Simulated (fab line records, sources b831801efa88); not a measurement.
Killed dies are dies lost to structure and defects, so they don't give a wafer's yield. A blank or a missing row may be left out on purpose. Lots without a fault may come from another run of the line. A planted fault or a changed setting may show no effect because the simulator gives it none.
A struck lot beside a sound one | flow gf180mcu | 32 steps out of a route of 602
Sound: wafers L384.4, L384.5, L384.6. Struck: wafers L396.1, L396.4, L396.6. The cause comes at the end.
At each step with rows: each side's tool, then ch and its chambers, then its first start. Under that, the readings that differ: sound wafers | struck wafers | difference of the means | sigmas: that difference in standard deviations of wafers without a fault.
alike: readings whose means differ by less than 2 such deviations, and words and numbers that are the same on both sides. not compared: withheld readings, readings that some wafer has no value for, bounds like >300 that may hide the same value, and numbers for which the record gives no deviation and whose values overlap.
The two part at a step that has a row with sigmas, a row that says differs or no value, or rows on one side only. Numbers that don't overlap but have no deviation are shown without sigmas and don't part them. A reading that every wafer of one side lacks parts them only if that side has two wafers or more.

GF_HV_LDD_TW_MEAS_23:
  sound on film_metro-02, day 10 19:27; struck on film_metro-02, day 14 16:22
  alike: HV_LDD_2_TW
then, 7 steps without rows for these wafers: GF_HV_LDD_DEHYDRATE_24 (time 60 s); GF_HV_LDD_HMDS_25 (prime time 60 s); GF_HV_LDD_COAT_26 (resist thk 1000 nm); GF_HV_LDD_SOFTBAKE_27 (time 60 s); GF_HV_LDD_EXPOSE_28 (exposes mask Nplus HV AREA, target cd 400 nm); GF_HV_LDD_PEB_29; GF_HV_LDD_DEVELOP_30 (develop time 60 s).
GF_HV_LDD_CD_MEAS_31: target cd 400 nm.
  sound on cd_sem-02, day 11 14:28; struck on cd_sem-01, day 15 13:41
  alike: cd_nm
GF_HV_LDD_OVL_MEAS_32:
  sound on overlay-01, day 11 14:32; struck on overlay-01, day 15 13:49
  alike: HV_LDD_02_OVL
then, 2 steps without rows for these wafers: GF_HV_LDD_IMPLANT_33; GF_HV_LDD_IMPLANT_34.
GF_HV_LDD_IMPLANT_35:
  sound on implanter-01 ch 0, day 11 14:56; struck on implanter-03 ch 0, day 15 14:08
  reading            | sound                | struck             | difference | sigmas
  tilt_deg (degrees) | 29.999 29.978 29.996 | 0.015 -0.004 0.029 | -29.978    | -99 or more
  alike: end_station_pressure_torr
then, 1 step without rows for these wafers: GF_HV_LDD_IMPLANT_36.
GF_HV_LDD_STRIP_37: strips in O2/N2.
  sound on plasma_asher-03 ch 0,1, day 11 15:11; struck on plasma_asher-03 ch 0,1, day 15 14:26
  alike: drypump_motor_current_A, heater_power_w, oes_product_au, strip_time_to_endpoint_s
  not compared: rf_hours_counter_h
GF_HV_LDD_TW_MEAS_38:
  sound on film_metro-01, day 11 15:17; struck on film_metro-01, day 15 14:32
  reading     | sound          | struck         | difference | sigmas
  HV_LDD_3_TW | 1465 1454 1456 | 1423 1422 1415 | -38        | -3
then, 7 steps without rows for these wafers: GF_HV_LDD_DEHYDRATE_39 (time 60 s); GF_HV_LDD_HMDS_40 (prime time 60 s); GF_HV_LDD_COAT_41 (resist thk 1000 nm); GF_HV_LDD_SOFTBAKE_42 (time 60 s); GF_HV_LDD_EXPOSE_43 (exposes mask Pplus HV AREA, target cd 400 nm); GF_HV_LDD_PEB_44; GF_HV_LDD_DEVELOP_45 (develop time 60 s).
GF_HV_LDD_CD_MEAS_46: target cd 400 nm.
  sound on cd_sem-01, day 12 11:07; struck on cd_sem-02, day 16 12:49
  alike: cd_nm
GF_HV_LDD_OVL_MEAS_47:
  sound on overlay-01, day 12 11:11; struck on overlay-01, day 16 12:56
  alike: HV_LDD_03_OVL
then, 1 step without rows for these wafers: GF_HV_LDD_IMPLANT_48.
GF_HV_LDD_STRIP_49: strips in O2/N2.
  sound on plasma_asher-03 ch 0,1, day 12 11:23; struck on plasma_asher-01 ch 0,1, day 16 13:07
  alike: drypump_motor_current_A, heater_power_w, oes_product_au, strip_time_to_endpoint_s
  not compared: rf_hours_counter_h
GF_HV_LDD_TW_MEAS_50:
  sound on film_metro-01, day 12 11:29; struck on film_metro-03, day 16 13:13
  alike: HV_LDD_4_TW
then, 1 step without rows for these wafers: GF_HV_LDD_CLEAN_51 (cleans in SC1/SC2, time 150 s).
GF_HV_LDD_RTA_52: time 10 s.
  sound on rtp_anneal-01 ch 0, day 12 11:36; struck on rtp_anneal-02 ch 0, day 16 13:20
  reading            | sound    | struck   | difference | sigmas
  lamp_power_pct (%) | 33 33 33 | 40 40 40 | +7         | +2
  alike: wafer_temp_C_max
GF_HV_LDD_RS_MEAS_53: measures by four-point-probe.
  sound on film_metro-03, day 12 11:42; struck on film_metro-01, day 16 13:47
  reading            | sound             | struck            | difference | sigmas
  HV_LDD_RS (ohm/sq) | 418.6 418.3 418.5 | 375.0 374.4 374.0 | -44.0      | -49
  not compared: hold
GF_PASSIVATION_PROBE_99:
  the record has rows for the sound wafers here (prober-01, day 29 14:33) and none for the struck ones

WHERE THEY PART
First at GF_HV_LDD_IMPLANT_35; last, within this record, at GF_PASSIVATION_PROBE_99.

WHY: what the simulator had put in
Process parameter drift: implanter-03, from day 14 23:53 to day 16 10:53, at GF_HV_LDD_IMPLANT_35. Setting tilt_deg, moved by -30, from 30. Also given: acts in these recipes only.
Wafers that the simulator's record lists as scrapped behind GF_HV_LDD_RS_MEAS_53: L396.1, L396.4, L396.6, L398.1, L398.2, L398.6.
